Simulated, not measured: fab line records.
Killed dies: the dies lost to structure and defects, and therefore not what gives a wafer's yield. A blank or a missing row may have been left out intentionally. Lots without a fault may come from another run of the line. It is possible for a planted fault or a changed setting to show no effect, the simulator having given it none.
Shared-tool check ; flow gf180mcu ; 13 lots, 38 wafers sampled

## WHAT PROMPTED THE OPENING
1 of 13 lots carry a flag on the reading HV_LDD_2_TW at GF_HV_LDD_TW_MEAS_23. No-fault wafers: 1062, standard deviation 5.7.
Rule: a lot gets a flag if all its wafers with a number sit over 4 standard deviations from that mean, or if no wafer of it has a number. The rest of the lots are taken to be sound.

lot;measured;on;HV_LDD_2_TW, wafer by wafer;flag
L592;day 10 21:10;film-metro-04;1061 1065 1072;
L593;day 11 07:53;film-metro-04;1062 1066 1061;
L595;day 11 21:19;film-metro-02;1058 1052 1057;
L596;day 12 04:58;film-metro-04;1066 1065 1071;
L601;day 13 15:43;film-metro-01;1058 1058 1054;
L605;day 15 01:08;film-metro-01;974 969;FLAGGED
L607;day 15 11:04;film-metro-04;1068 1065 1066;
L609;day 16 01:55;film-metro-01;1071 1067 1065;
L610;day 16 17:08;film-metro-01;1062 1058 1061;
L611;day 16 20:20;film-metro-04;1067 1071 1070;
L612;day 17 05:28;film-metro-01;1058 1058 1067;
L613;day 17 07:04;film-metro-02;1062 1057 1058;
L615;day 18 09:08;film-metro-01;1062 1055 1058;
Average over the flagged lots: 972; offset from the usual -90, equal to -16 standard deviations.

## LOT BY LOT: THE TOOL USED
The record keeps 1 process step preceding the reading, out of 602 steps on the route. Every cell lists first the tool, next ch and the chambers used by the sampled wafers, and last the start.
lot;flag;GF_HV_LDD_IMPLANT_21
L592;;implanter-01 ch 0, day 10 20:55
L593;;implanter-03 ch 0, day 11 07:40
L595;;implanter-03 ch 0, day 11 21:04
L596;;implanter-03 ch 0, day 12 04:43
L601;;implanter-03 ch 0, day 13 15:29
L605;FLAGGED;implanter-02 ch 0, day 15 00:55
L607;;implanter-03 ch 0, day 15 10:49
L609;;implanter-01 ch 0, day 16 01:41
L610;;implanter-03 ch 0, day 16 16:55
L611;;implanter-03 ch 0, day 16 20:05
L612;;implanter-02 ch 0, day 17 05:13
L613;;implanter-01 ch 0, day 17 06:49
L615;;implanter-01 ch 0, day 18 08:54
What these steps do:
- GF_HV_LDD_IMPLANT_21
- GF_HV_LDD_TW_MEAS_23

## FLAGGED AGAINST TOTAL, ONE TOOL AT A TIME (gauges that did the reading follow at the end)
step;tool;lots run;flagged;share of the flagged lots;sound lots run after its first flagged lot
GF_HV_LDD_IMPLANT_21;implanter-01;4;0;none;-
GF_HV_LDD_IMPLANT_21;implanter-02;2;1;all;1 (L612)
GF_HV_LDD_IMPLANT_21;implanter-03;7;0;none;-
GF_HV_LDD_TW_MEAS_23;film-metro-01;6;1;all;4 (L609,L610,L612,L615)
GF_HV_LDD_TW_MEAS_23;film-metro-02;2;0;none;-
GF_HV_LDD_TW_MEAS_23;film-metro-04;5;0;none;-

## THE TABLE: WHAT IT ALLOWS
In 2 table rows, all flagged lots were run: implanter-02 (GF_HV_LDD_IMPLANT_21), film-metro-01 (GF_HV_LDD_TW_MEAS_23).
- implanter-02 at GF_HV_LDD_IMPLANT_21: 1 of its 2 lots flagged. Sound lots ran on it after the first flagged one (L612), which a lasting fault on the whole tool wouldn't allow. Its own readings (beam-on-s, faraday-current-uA) fall more than 4 standard deviations out on all wafers of the flagged lots.
- film-metro-01 at GF_HV_LDD_TW_MEAS_23: 1 of its 6 lots flagged. Sound lots ran on it after the first flagged one (L609, L610, L612, L615), which a lasting fault on the whole tool wouldn't allow.
Not one row of the table ran every flagged lot while running no sound lot after the first.

## WHAT HAD BEEN PUT IN BY THE SIMULATOR
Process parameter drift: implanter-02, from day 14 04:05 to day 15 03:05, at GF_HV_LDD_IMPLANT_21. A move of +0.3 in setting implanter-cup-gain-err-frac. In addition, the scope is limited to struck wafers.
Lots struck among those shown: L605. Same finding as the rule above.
